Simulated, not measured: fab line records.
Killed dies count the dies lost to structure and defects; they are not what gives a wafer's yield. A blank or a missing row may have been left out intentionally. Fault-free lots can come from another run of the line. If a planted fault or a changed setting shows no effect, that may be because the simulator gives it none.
fab line records	flow sky130
record: lots: 10	wafers: 30	lastDay: 50
route steps=708 shown METAL2@499 VIA2@521 PAD_OPEN@708
lots that met no fault: from a run of the same line without faults
startH: start of the lot's first displayed wafer, in hours after the record's first day	waitH: hours from the lot's prior step to this one	" the same as in the row above	L1.1+2: one row covering several wafers at once	- no value present, or no start provided	* or withheld: withheld	< > ~ a bound
route shown NAME@n: a module of which the file shows steps, and the number in the route of the first	usual: mean/standard deviation taken from wafers without a fault	same: alike in all rows	chamber/n: place in a boat	sites: per-site readings	_std_site: standard deviation across them	_edge_site: the outer-site mean with the inner-site mean subtracted	radiusMm: how far each site lies from the wafer's centre	mask NAME#n: copy n	behind: tool/chamber where the wafer was last shaped	hold: reason for holding the lot/hours on hold/outcome of the hold	device: the n, p or np transistor that did not switch	end of line: at the end of the route, the tests of the same wafers	a step given without rows: its recipe and nothing more	killed: the dies lost at the first sort to structure and to defects; this is not the yield of the wafer	map: dies across one wafer; x = killed, . = not, _ = none there
set.NAME: setting as actually run; set.NAME@STEP: the setting as run at that earlier step	model.NAME: the simulator's own value behind a step, which no gauge read
the route's steps for a sample of lots (tables are steps, rows are wafers)
services: a tool's chamber out of use, with start hour (startH, from the record's first day; less than 0 if before it), hours out, and reason
== steps ==
step: SKY_METAL2_OVL_MEAS_16
usual: METAL2_OVL: 1/4.3
lot.wafer	tool	chamber	startH	waitH	METAL2_OVL[nm]
L705.1	overlay-02	-	835.76	0.1	-5
L705.3	"	-	"	"	-2
L705.5	"	-	"	"	2
L707.1	overlay-01	-	843.11	0.1	2
L707.5	"	-	"	"	-9
L707.6	"	-	"	"	3
L709.3	overlay-02	-	859.77	0.1	2
L709.4	"	-	"	"	1
L709.5	"	-	"	"	3
L711.2	overlay-01	-	880.52	0.1	4
L711.5	"	-	"	"	-10
L711.6	"	-	"	"	2
L716.2	overlay-02	-	914.15	0.1	-8
L716.4	"	-	"	"	-8
L716.6	"	-	"	"	-8
L718.1	overlay-02	-	922.51	0.1	1
L718.2	"	-	"	"	2
L718.3	"	-	"	"	8
L720.3	overlay-01	-	943.26	0.1	2
L720.5	"	-	"	"	-1
L720.6	"	-	"	"	7
L724.1	overlay-02	-	966.26	0.1	7
L724.2	"	-	"	"	-1
L724.5	"	-	"	"	7
L726.3	overlay-02	-	978.06	0.1	-5
L726.4	"	-	"	"	-1
L726.6	"	-	"	"	-2
L727.1	overlay-01	-	982.74	0.1	-1
L727.3	"	-	"	"	6
L727.5	"	-	"	"	8
step: SKY_METAL2_STRIP_20
recipe: chemistry: O2/N2	powerW: 1400	pressureMtorr: 1500	platenTempC: withheld	o2FlowSccm: 3000	n2FlowSccm: 300	overashFraction: 0.5
usual: chamberPressureMTorr: 1500.0/1.4	drypumpMotorCurrentA: 5.8/0.32	oesProductAu: 0.343/0.0055	stripTimeToEndpointS: 2.69/0.06
lot.wafer	tool	chamber	startH	waitH	chamberPressureMTorr	drypumpMotorCurrentA	oesProductAu	rfHoursCounterH	stripTimeToEndpointS
L705.1	plasmaAsher-03	0	835.98	0.1	1499.2	6.0	0.343	101	2.61
L705.3	"	1	"	"	1500.3	6.2	0.332	-	2.62
L705.5	"	1	"	"	1501.2	6.2	0.336	-	2.76
L707.1	plasmaAsher-02	1	843.33	0.1	1499.0	5.3	0.352	10	2.67
L707.5	"	0	"	"	1499.9	5.7	0.349	-	2.74
L707.6	"	1	"	"	1500.1	5.3	0.336	-	2.68
L709.3	plasmaAsher-01	0	860.20	0.1	1500.4	5.4	0.344	-	2.76
L709.4	"	1	"	"	1501.8	6.0	0.347	-	2.73
L709.5	"	0	"	"	1500.7	5.4	0.344	-	2.76
L711.2	plasmaAsher-01	0	880.73	0.1	1503.3	5.4	0.334	46	2.59
L711.5	"	1	"	"	1499.1	6.0	0.350	-	2.76
L711.6	"	0	"	"	1498.9	5.4	0.343	-	2.61
L716.2	plasmaAsher-01	0	914.36	0.1	1503.6	5.4	0.333	49	2.68
L716.4	"	0	"	"	1499.0	5.4	0.346	-	2.70
L716.6	"	1	"	"	1503.2	6.0	0.346	-	2.78
L718.1	plasmaAsher-01	1	922.73	0.1	1499.5	6.0	0.341	50	2.60
L718.2	"	0	"	"	1500.4	5.4	0.341	50	2.70
L718.3	"	0	"	"	1500.9	5.4	0.358	-	2.62
L720.3	plasmaAsher-03	0	943.50	0.1	1499.4	6.0	0.333	-	2.67
L720.5	"	0	"	"	1502.3	6.0	0.341	-	2.66
L720.6	"	1	"	"	1498.6	6.2	0.351	-	2.75
L724.1	plasmaAsher-02	0	966.48	0.1	1500.2	5.7	0.353	21	2.63
L724.2	"	1	"	"	1498.7	5.4	0.343	21	2.73
L724.5	"	0	"	"	1497.6	5.7	0.338	-	2.71
L726.3	plasmaAsher-02	0	978.30	0.1	1498.8	5.8	0.345	-	2.71
L726.4	"	1	"	"	1501.8	5.3	0.339	-	2.61
L726.6	"	1	"	"	1499.2	5.3	0.342	-	2.70
L727.1	plasmaAsher-02	1	982.96	0.1	1500.3	5.3	0.340	23	2.62
L727.3	"	1	"	"	1501.5	5.3	0.342	-	2.71
L727.5	"	1	"	"	1501.2	5.3	0.334	-	2.68
step: SKY_VIA2_ETCH_14
recipe: chemistry: N2/H2	target: BARC	ionEnergyEv: 200	sourceW: 500	biasW: 100	pressureMtorr: 30	n2FlowSccm: 100	h2FlowSccm: 200	stopOn: SiO2	timeS: 45.9	targetDepthA: 600
usual: chamberPressureMTorr: 30.001/0.027	drypumpMotorCurrentA: 5.9/0.36	h2FlowSccm: 200.0/0.56	oesProductAu: 0.854/0.0049	rfFwdPowerW: 495.1/1.9	throttleValvePct: 13.224/0.0093
lot.wafer	tool	chamber	startH	waitH	chamberPressureMTorr	drypumpMotorCurrentA	h2FlowSccm	oesProductAu	rfFwdPowerW	rfHoursCounterH	throttleValvePct
L705.1	rieDiel-03	1	863.39	0.0	30.007	6.0	201.4	0.851	494.9	13	13.222
L705.3	"	0	"	"	29.989	6.3	199.8	0.853	495.4	5	13.219
L705.5	"	2	"	"	29.960	6.0	200.3	0.845	494.2	-	13.218
L707.1	rieDiel-02	0	870.44	0.0	29.989	6.5	200.7	0.855	493.4	0	13.250
L707.5	"	1	"	"	29.999	5.4	200.5	0.853	496.1	-	13.211
L707.6	"	0	"	"	30.007	6.5	200.8	0.854	497.3	-	13.216
L709.3	rieDiel-03	2	887.38	0.0	29.978	6.0	199.3	0.854	492.2	3	13.225
L709.4	"	1	"	"	30.027	6.0	199.1	0.855	497.1	14	13.229
L709.5	"	0	"	"	29.951	6.3	200.4	0.855	496.4	-	13.234
L711.2	rieDiel-02	2	907.30	0.0	30.011	5.8	199.5	0.851	494.2	17	13.228
L711.5	"	1	"	"	30.015	5.4	200.0	0.853	494.5	-	13.216
L711.6	"	2	"	"	30.038	5.8	199.6	0.857	495.0	-	13.210
L716.2	rieDiel-02	1	941.13	0.0	30.021	5.4	199.6	0.861	493.7	18	13.223
L716.4	"	0	"	"	29.981	6.5	200.9	0.862	494.7	2	13.231
L716.6	"	3	"	"	30.024	5.6	199.8	0.858	497.8	-	13.220
L718.1	rieDiel-02	3	948.63	0.0	29.967	5.6	199.2	0.853	495.6	2	13.233
L718.2	"	0	"	"	29.969	6.5	199.7	0.856	696.5	3	13.258
L718.3	"	1	"	"	29.968	5.4	198.9	0.841	494.0	18	13.213
L720.3	rieDiel-02	1	968.55	0.0	29.995	5.4	200.8	0.849	497.9	19	13.237
L720.5	"	0	"	"	30.015	6.5	200.2	0.851	697.7	-	13.226
L720.6	"	3	"	"	30.048	5.6	199.1	0.859	494.9	-	13.216
L724.1	rieDiel-04	2	991.25	0.0	29.970	5.6	201.7	0.856	492.8	15	13.215
L724.2	"	0	"	"	29.995	5.9	200.4	0.857	495.0	19	13.229
L724.5	"	1	"	"	30.010	5.9	200.1	0.858	497.5	-	13.222
L726.3	rieDiel-03	2	1002.85	0.0	29.997	6.0	199.3	0.857	491.2	6	13.228
L726.4	"	3	"	"	30.038	6.1	199.8	0.853	493.4	19	13.239
L726.6	"	1	"	"	30.014	6.0	199.7	0.844	496.0	-	13.234
L727.1	rieDiel-04	3	1007.60	0.0	30.006	5.1	200.3	0.856	497.2	7	13.224
L727.3	"	0	"	"	30.041	5.9	199.6	0.856	493.7	20	13.218
L727.5	"	1	"	"	30.021	5.9	200.2	0.858	497.6	-	13.217
step: SKY_VIA2_ETCH_15
recipe: target: SiO2	chemistry: C4F8/O2/Ar	targetDepthNm: 546	stopOn: TiN	maskMaterial: KrF-thick	sourceW: 1500	biasW: 1200	pressureMtorr: 40	c4f8FlowSccm: withheld	O2_flow_sccm: 6	Ar_flow_sccm: 300	timeS: 84
usual: chamberPressureMTorr: 40.00/0.038	oesProductAu: 0.939/0.0044	rfFwdPowerW: 1490/5.4
lot.wafer	tool	chamber	startH	waitH	chamberPressureMTorr	oesProductAu	rfFwdPowerW	rfHoursCounterH
L705.1	rieDiel-03	1	863.44	0.0	40.01	0.938	1492	13
L705.3	"	0	"	"	40.03	0.942	1484	5
L705.5	"	2	"	"	39.98	0.935	1481	-
L707.1	rieDiel-02	0	870.49	0.0	40.00	0.930	1486	0
L707.5	"	1	"	"	39.99	0.935	1489	-
L707.6	"	0	"	"	40.03	0.928	1491	-
L709.3	rieDiel-03	2	887.42	0.0	40.05	0.927	1490	3
L709.4	"	1	"	"	40.00	0.938	1499	14
L709.5	"	0	"	"	39.97	0.940	1484	-
L711.2	rieDiel-02	2	907.34	0.0	40.02	0.935	1493	17
L711.5	"	1	"	"	40.06	0.938	1487	-
L711.6	"	2	"	"	39.99	0.940	1489	-
L716.2	rieDiel-02	1	941.17	0.0	39.99	0.946	1494	18
L716.4	"	0	"	"	39.98	0.938	1494	2
L716.6	"	3	"	"	40.05	0.939	1491	-
L718.1	rieDiel-02	3	948.67	0.0	39.97	0.938	1492	2
L718.2	"	0	"	"	40.08	0.934	1496	3
L718.3	"	1	"	"	39.96	0.941	1490	18
L720.3	rieDiel-02	1	968.59	0.0	39.95	0.938	1499	19
L720.5	"	0	"	"	39.96	0.937	1492	-
L720.6	"	3	"	"	39.99	0.947	1487	-
L724.1	rieDiel-04	2	991.29	0.0	40.00	0.939	1492	15
L724.2	"	0	"	"	39.99	0.936	1489	19
L724.5	"	1	"	"	39.99	0.938	1493	-
L726.3	rieDiel-03	2	1002.89	0.0	40.06	0.934	1482	6
L726.4	"	3	"	"	40.01	0.945	1485	19
L726.6	"	1	"	"	39.98	0.940	1488	-
L727.1	rieDiel-04	3	1007.64	0.0	39.97	0.947	1495	7
L727.3	"	0	"	"	39.99	0.943	1489	20
L727.5	"	1	"	"	39.94	0.936	1489	-
step: SKY_VIA2_STRIP_16
recipe: chemistry: O2/N2	powerW: 1400	pressureMtorr: 1500	platenTempC: withheld	o2FlowSccm: 3000	n2FlowSccm: 300	overashFraction: 0.5
usual: chamberPressureMTorr: 1500.1/1.3	drypumpMotorCurrentA: 5.68/0.22	oesProductAu: 0.398/0.0046	stripTimeToEndpointS: 4.052/0.029
lot.wafer	tool	chamber	startH	waitH	chamberPressureMTorr	drypumpMotorCurrentA	oesProductAu	rfHoursCounterH	stripTimeToEndpointS
L705.1	plasmaAsher-04	1	863.50	0.0	1499.6	5.87	0.395	72	4.002
L705.3	"	0	"	"	1502.5	5.69	0.397	-	4.037
L705.5	"	1	"	"	1500.8	5.84	0.402	-	4.022
L707.1	plasmaAsher-04	1	870.55	0.0	1502.3	5.85	0.399	73	4.056
L707.5	"	0	"	"	1500.4	5.69	0.403	-	4.072
L707.6	"	1	"	"	1499.6	5.87	0.393	-	4.040
L709.3	plasmaAsher-02	1	887.52	0.1	1499.8	5.35	0.396	-	4.079
L709.4	"	0	"	"	1500.2	5.75	0.405	-	4.069
L709.5	"	1	"	"	1500.4	5.32	0.401	-	4.095
L711.2	plasmaAsher-02	0	907.40	0.0	1498.2	5.76	0.391	16	4.069
L711.5	"	0	"	"	1501.5	5.75	0.391	-	4.077
L711.6	"	1	"	"	1499.8	5.34	0.401	-	4.045
L716.2	plasmaAsher-04	1	941.23	0.0	1499.1	5.84	0.395	80	4.067
L716.4	"	1	"	"	1500.1	5.87	0.401	-	4.013
L716.6	"	0	"	"	1501.0	5.71	0.398	-	4.028
L718.1	plasmaAsher-01	1	948.73	0.0	1499.8	6.00	0.394	53	4.030
L718.2	"	0	"	"	1500.1	5.43	0.392	53	3.868
L718.3	"	1	"	"	1502.3	6.03	0.401	-	4.044
L720.3	plasmaAsher-01	1	968.68	0.1	1500.2	6.00	0.392	-	4.032
L720.5	"	0	"	"	1499.9	5.42	0.394	-	3.875
L720.6	"	1	"	"	1502.1	6.01	0.393	-	4.024
L724.1	plasmaAsher-01	1	991.35	0.0	1498.5	6.00	0.397	57	4.041
L724.2	"	0	"	"	1502.5	5.40	0.400	57	4.040
L724.5	"	0	"	"	1500.8	5.40	0.396	-	4.026
L726.3	plasmaAsher-04	1	1002.98	0.1	1500.0	5.83	0.400	-	4.049
L726.4	"	0	"	"	1499.4	5.70	0.396	-	4.069
L726.6	"	1	"	"	1497.9	5.82	0.403	-	4.076
L727.1	plasmaAsher-02	1	1007.70	0.0	1498.8	5.36	0.392	26	4.012
L727.3	"	0	"	"	1500.1	5.76	0.396	-	4.018
L727.5	"	0	"	"	1502.9	5.77	0.398	-	4.033
step: SKY_PAD_OPEN_PROBE_99
usual: defectLimitedYield: 82.3/2	killed_at_M0_to_M3: 44/7	killed_at_M4_up: 3.1/1.8	killedAtContacts: 25/5.1	killedAtFrontEnd: 15/4.3	killedAtOther: 0.3/0.61	killedDies: 87/9.8	killedOpen: 48/7	killedShort: 38/6.3	sort_bin_3_pad_short: 0.9/0.39	sort_bin_5_function: 10.3/1.5	sort_bin_6_memory: 6.5/1.2	sortNPass: 405/9.8	sortYieldPct: 82.3/2
same: grossDies: 492	killedAtBackSide: 0	sort_bin_4_leakage[%]: 0	sort_bin_8_speed[%]: 0
lot.wafer	tool	chamber	startH	waitH	defectLimitedYield[%]	killed_at_M0_to_M3	killed_at_M4_up	killedAtContacts	killedAtFrontEnd	killedAtOther	killedDies	killedOpen	killedShort	sort_bin_3_pad_short[%]	sort_bin_5_function[%]	sort_bin_6_memory[%]	sortNPass	sortYieldPct[%]
L705.1	prober-01	-	1090.00	0.1	79.3	55	4	28	15	0	102	59	43	0.6	13.6	6.5	390	79.3
L705.3	prober-01	-	1090.10	0.2	80.7	50	5	23	17	0	95	54	41	1.2	9.1	8.9	397	80.7
L705.5	prober-01	-	1090.20	0.2	81.9	42	2	26	19	0	89	42	47	1.2	9.3	7.5	403	81.9
L707.1	prober-01	-	1093.39	0.1	77.2	63	1	22	23	3	112	61	50	1.4	14.4	6.9	380	77.2
L707.5	prober-01	-	1093.59	0.2	81.7	34	3	28	24	1	90	46	43	1.4	9.6	7.3	402	81.7
L707.6	prober-01	-	1093.64	0.2	84.6	42	3	24	6	1	76	50	26	0.2	10.0	5.3	416	84.6
L709.3	prober-01	-	1105.71	0.2	81.7	45	2	30	13	0	90	45	45	0.6	9.8	7.9	402	81.7
L709.4	prober-01	-	1105.76	0.2	85.8	33	4	17	16	0	70	40	30	0.8	7.7	5.7	422	85.8
L709.5	prober-01	-	1105.81	0.2	82.3	41	3	29	14	0	87	49	37	1.0	11.8	4.9	405	82.3
L716.2	prober-02	-	1149.31	0.1	82.5	50	2	22	11	1	86	56	30	0.6	11.0	5.9	406	82.5
L716.4	prober-02	-	1149.41	0.2	82.3	46	3	22	16	0	87	46	41	0.4	9.8	7.5	405	82.3
L716.6	prober-02	-	1149.51	0.2	86.4	38	2	15	12	0	67	31	36	0	7.9	5.7	425	86.4
L718.1	prober-02	-	1154.54	0.1	82.7	40	2	23	20	0	85	38	47	1.0	10.0	6.3	407	82.7
L718.2	prober-02	-	1154.59	0.1	82.1	44	4	22	17	1	88	45	41	1.4	9.3	7.1	404	82.1
L718.3	prober-02	-	1154.64	0.2	83.7	36	4	26	14	0	80	48	31	0.8	8.9	6.5	412	83.7
L727.1	prober-01	-	1196.04	0.1	80.3	48	3	29	16	1	97	53	44	0.8	12.4	6.5	395	80.3
L727.3	prober-01	-	1196.14	0.2	79.7	47	4	34	15	0	100	58	40	0.6	11.8	7.9	392	79.7
L727.5	prober-01	-	1196.24	0.2	84.6	35	5	24	12	0	76	45	30	0.6	7.9	6.9	416	84.6
killed by level:class
L705.1 VIA1:geometricParticle:open=14 METAL1:geometricParticle:short=10 CONTACT:geometricParticle:open=9 LI_CONTACT:geometricParticle:open=8 VIA3:geometricParticle:open=8 VIA2:geometricParticle:open=7 FIELD_ISO:geometricParticle:open=5 FIELD_ISO:geometricParticle:short=4
L705.3 VIA1:geometricParticle:open=19 METAL1:geometricParticle:short=9 LI_CONTACT:geometricParticle:open=8 CONTACT:geometricParticle:open=8 FIELD_ISO:geometricParticle:open=7 CONTACT:geometricParticle:short=6 VIA1:geometricParticle:short=6 METAL2:geometricParticle:short=6
L705.5 VIA3:geometricParticle:open=8 VIA1:geometricParticle:open=8 POLY_GATE:geometricParticle:open=7 LI_CONTACT:geometricParticle:short=7 CONTACT:geometricParticle:open=6 CONTACT:geometricParticle:short=6 VIA1:geometricParticle:short=5 POLY_GATE:geometricParticle:short=4
L707.1 VIA1:geometricParticle:open=12 VIA3:geometricParticle:open=9 LI_CONTACT:geometricParticle:open=8 METAL1:geometricParticle:short=8 CONTACT:geometricParticle:open=7 VIA2:geometricParticle:open=7 POLY_GATE:geometricParticle:short=6 METAL3:geometricParticle:short=6
L707.5 CONTACT:geometricParticle:open=9 METAL1:geometricParticle:short=7 VIA1:geometricParticle:open=7 FIELD_ISO:geometricParticle:short=6 LI_CONTACT:geometricParticle:open=6 LOCAL_INTERCONNECT:geometricParticle:short=6 FIELD_ISO:geometricParticle:open=5 VIA3:geometricParticle:open=5
L707.6 CONTACT:geometricParticle:open=12 VIA1:geometricParticle:open=11 VIA3:geometricParticle:open=9 LI_CONTACT:geometricParticle:open=6 VIA2:geometricParticle:open=5 FIELD_ISO:geometricParticle:short=3 LOCAL_INTERCONNECT:geometricParticle:short=3 METAL2:geometricParticle:open=3
L709.3 CONTACT:geometricParticle:open=13 METAL2:geometricParticle:short=9 VIA2:geometricParticle:open=7 FIELD_ISO:geometricParticle:short=6 VIA3:geometricParticle:open=6 CONTACT:geometricParticle:short=6 VIA1:geometricParticle:short=6 VIA1:geometricParticle:open=6
L709.4 VIA1:geometricParticle:open=7 CONTACT:geometricParticle:open=6 VIA3:geometricParticle:open=6 FIELD_ISO:geometricParticle:open=5 VIA3:geometricParticle:short=5 LI_CONTACT:geometricParticle:open=4 SPACER:geometricParticle:open=3 LOCAL_INTERCONNECT:geometricParticle:short=3
L709.5 CONTACT:geometricParticle:open=10 VIA1:geometricParticle:open=10 LOCAL_INTERCONNECT:geometricParticle:short=9 VIA3:geometricParticle:open=8 METAL2:geometricParticle:short=7 FIELD_ISO:geometricParticle:open=5 LI_CONTACT:geometricParticle:open=5 VIA1:geometricParticle:short=4
L716.2 VIA1:geometricParticle:open=19 CONTACT:geometricParticle:open=8 VIA3:geometricParticle:open=8 LI_CONTACT:geometricParticle:open=7 METAL1:geometricParticle:short=7 METAL2:geometricParticle:short=5 POLY_GATE:geometricParticle:open=4 CONTACT:geometricParticle:short=4
L716.4 VIA1:geometricParticle:open=15 CONTACT:geometricParticle:open=9 METAL2:geometricParticle:short=9 VIA1:geometricParticle:short=8 FIELD_ISO:geometricParticle:open=5 LOCAL_INTERCONNECT:geometricParticle:short=5 CONTACT:geometricParticle:short=4 POLY_GATE:geometricParticle:open=3
L716.6 VIA1:geometricParticle:open=8 VIA3:geometricParticle:open=7 METAL1:geometricParticle:short=5 VIA3:geometricParticle:short=5 VIA1:geometricParticle:short=4 METAL2:geometricParticle:short=4 FIELD_ISO:geometricParticle:open=3 FIELD_ISO:geometricParticle:short=3
L718.1 CONTACT:geometricParticle:short=8 VIA1:geometricParticle:open=7 POLY_GATE:geometricParticle:short=6 VIA2:geometricParticle:open=6 VIA3:geometricParticle:open=6 FIELD_ISO:geometricParticle:short=5 POLY_GATE:geometricParticle:open=5 LI_CONTACT:geometricParticle:open=5
L718.2 VIA1:geometricParticle:short=9 CONTACT:geometricParticle:open=8 METAL1:geometricParticle:short=7 VIA1:geometricParticle:open=7 VIA2:geometricParticle:open=7 FIELD_ISO:geometricParticle:short=6 LOCAL_INTERCONNECT:geometricParticle:short=5 LI_CONTACT:geometricParticle:short=4
L718.3 CONTACT:geometricParticle:open=12 VIA1:geometricParticle:open=8 VIA3:geometricParticle:open=8 VIA2:geometricParticle:open=6 POLY_GATE:geometricParticle:short=4 LI_CONTACT:geometricParticle:short=4 CONTACT:geometricParticle:short=4 VIA1:geometricParticle:short=4
L727.1 LI_CONTACT:geometricParticle:open=11 VIA1:geometricParticle:open=11 CONTACT:geometricParticle:open=10 VIA2:geometricParticle:open=9 METAL3:geometricParticle:short=8 FIELD_ISO:geometricParticle:short=5 POLY_GATE:geometricParticle:short=5 VIA3:geometricParticle:short=5
L727.3 LI_CONTACT:geometricParticle:open=14 VIA2:geometricParticle:open=10 VIA3:geometricParticle:open=9 METAL1:geometricParticle:short=7 VIA1:geometricParticle:open=7 FIELD_ISO:geometricParticle:open=5 LOCAL_INTERCONNECT:geometricParticle:short=5 CONTACT:geometricParticle:open=5
L727.5 LI_CONTACT:geometricParticle:open=8 VIA2:geometricParticle:open=8 CONTACT:geometricParticle:short=6 CONTACT:geometricParticle:open=6 VIA1:geometricParticle:open=6 METAL1:geometricParticle:short=5 POLY_GATE:geometricParticle:open=4 POLY_GATE:geometricParticle:short=3
== services ==
tool	chamber	startH	hours	kind
rieDiel-02	0	853.73	-	clean
rieDiel-02	0	853.73	15.1	scheduledDown
rieDiel-02	0	853.73	15.1	ventCycle
rieDiel-02	3	868.87	-	clean
rieDiel-02	3	868.87	18.1	scheduledDown
rieDiel-02	3	868.87	18.1	ventCycle
rieDiel-04	2	876.31	1.4	repair
rieDiel-02	2	896.12	3.5	repair
rieDiel-03	3	901.63	19.9	repair
rieDiel-04	-	916.41	2.0	repair
plasmaAsher-01	-	1006.28	4.5	repair
== key ==
firstSign: step: SKY_VIA2_ETCH_14	reading: rfFwdPowerW	direction: up	sigmas: 99+	usual: 495.1	struck: 697.1
effect: step: SKY_VIA2_STRIP_16	reading: stripTimeToEndpointS	direction: down	sigmas: 6.2	usual: *	struck: *
metAt SKY_VIA2_ETCH_14
struckLots L718,L720
struckWafers L718.2,L720.5
notActingAt SKY_METAL2_OVL_MEAS_16,SKY_METAL2_STRIP_20,SKY_VIA2_ETCH_15
onsetBetween 941.13 948.63
fault: kind: processParameterDrift	tool: rieDiel-02	chamber: 0	onsetH: 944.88	steps: SKY_VIA2_ETCH_14	channel: sourceW	offset: 200	shape: step	endH: 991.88	actsIn: theseRecipesOnly	stated: 500
